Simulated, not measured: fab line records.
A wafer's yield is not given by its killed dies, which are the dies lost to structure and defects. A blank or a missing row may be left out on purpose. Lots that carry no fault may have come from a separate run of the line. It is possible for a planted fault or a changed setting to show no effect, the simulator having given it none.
Struck lot and sound lot, side by side | flow gf180mcu | 15 out of 602 route steps
Sound: the wafers L936.1, L936.2, L936.3. Struck: wafer L941.4 (L941.5, L941.6, from the same lot, were not struck and are left out); the cause is given at the end.
Order at every step that has rows: each side's tool, ch and its chambers, its first start. Under that, the readings that differ: sound wafers | struck wafers | difference of the means | sigmas: that difference in standard deviations of wafers without a fault.
alike: readings with means less than 2 such deviations apart, plus words and numbers identical on both sides. not compared: withheld readings, readings lacking a value on some wafer, bounds such as >300 that could conceal the same value, and numbers that have no deviation in the record and whose values overlap.
The two part at a step that has a row with sigmas, a row that says differs or no value, or rows on one side only. Non-overlapping numbers with no deviation appear without sigmas and do not part them. Lack of a reading on every wafer of one side parts them only where that side has two or more wafers.

first, 5 steps without rows for these wafers: GF_V1_COAT_09 (resist thk 1000 nm); GF_V1_SOFTBAKE_10 (time 60 s); GF_V1_EXPOSE_11 (exposes mask Via1, target cd 260 nm); GF_V1_PEB_12 (peb time 90 s); GF_V1_DEVELOP_13 (develop time 60 s).
GF_V1_CD_MEAS_14: the cd target is 260 nm.
  sound on cd sem-01 at day 20 04:27; struck on cd sem-01 at day 22 03:35
  alike: cd nm
GF_V1_OVL_MEAS_15:
  sound on overlay-02 at day 20 04:34; struck on overlay-02 at day 22 03:40
  alike: V1_OVL
GF_V1_ETCH_16: etches BARC in N2/H2.
  sound on rie diel-03 ch 1,2,3, day 20 04:37; struck on rie diel-04 ch 0, day 22 03:41
  alike: bias w, drypump motor current A, oes product au, throttle valve pct
GF_V1_ETCH_17: etches SiO2 in C4F8/O2/Ar, stops on TiN, target depth 630 nm.
  sound on rie diel-03 ch 1,2,3; struck on rie diel-04 ch 0
  alike: bias w, oes product au
GF_V1_STRIP_18: strips in O2/N2.
  sound on plasma asher-04 ch 0,1, day 20 04:44; struck on plasma asher-02 ch 1, day 22 03:51
  alike: drypump motor current A, heater power w, oes product au
  not compared: rf hours counter h
then, 2 steps without rows for these wafers: GF_V1_STRIP_19 (strips in post etch residue remover, time 1200 s); GF_V1_CLEAN_20 (cleans in DIW).
GF_V1_SPUTTER_21: material Ti, target thk 15 nm, time 80.02 s.
  sound on pvd sputter-02 at day 20 05:18; struck on pvd sputter-02 at day 22 04:22
  reading                               | sound             | struck | difference | sigmas
  model.Ti_of_V1_SPUTTER_21.thk nm (nm) | 15.12 14.99 14.81 | 20.7   | +5.7       |
  alike: throttle valve pct
GF_V1_SPUTTER_22: material TiN, target thk 10 nm, time 40 s.
  sound on pvd sputter-02 at day 20 05:22; struck on pvd sputter-02 at day 22 04:25
  alike: throttle valve pct
GF_PASSIVATION_PROBE_99:
  the record holds rows for the sound wafers here (prober-01, day 30 15:46) but none for the struck ones

## WHERE THEY PART
Only at GF_PASSIVATION_PROBE_99, as far as this record shows.

WHY: whatever the simulator had introduced
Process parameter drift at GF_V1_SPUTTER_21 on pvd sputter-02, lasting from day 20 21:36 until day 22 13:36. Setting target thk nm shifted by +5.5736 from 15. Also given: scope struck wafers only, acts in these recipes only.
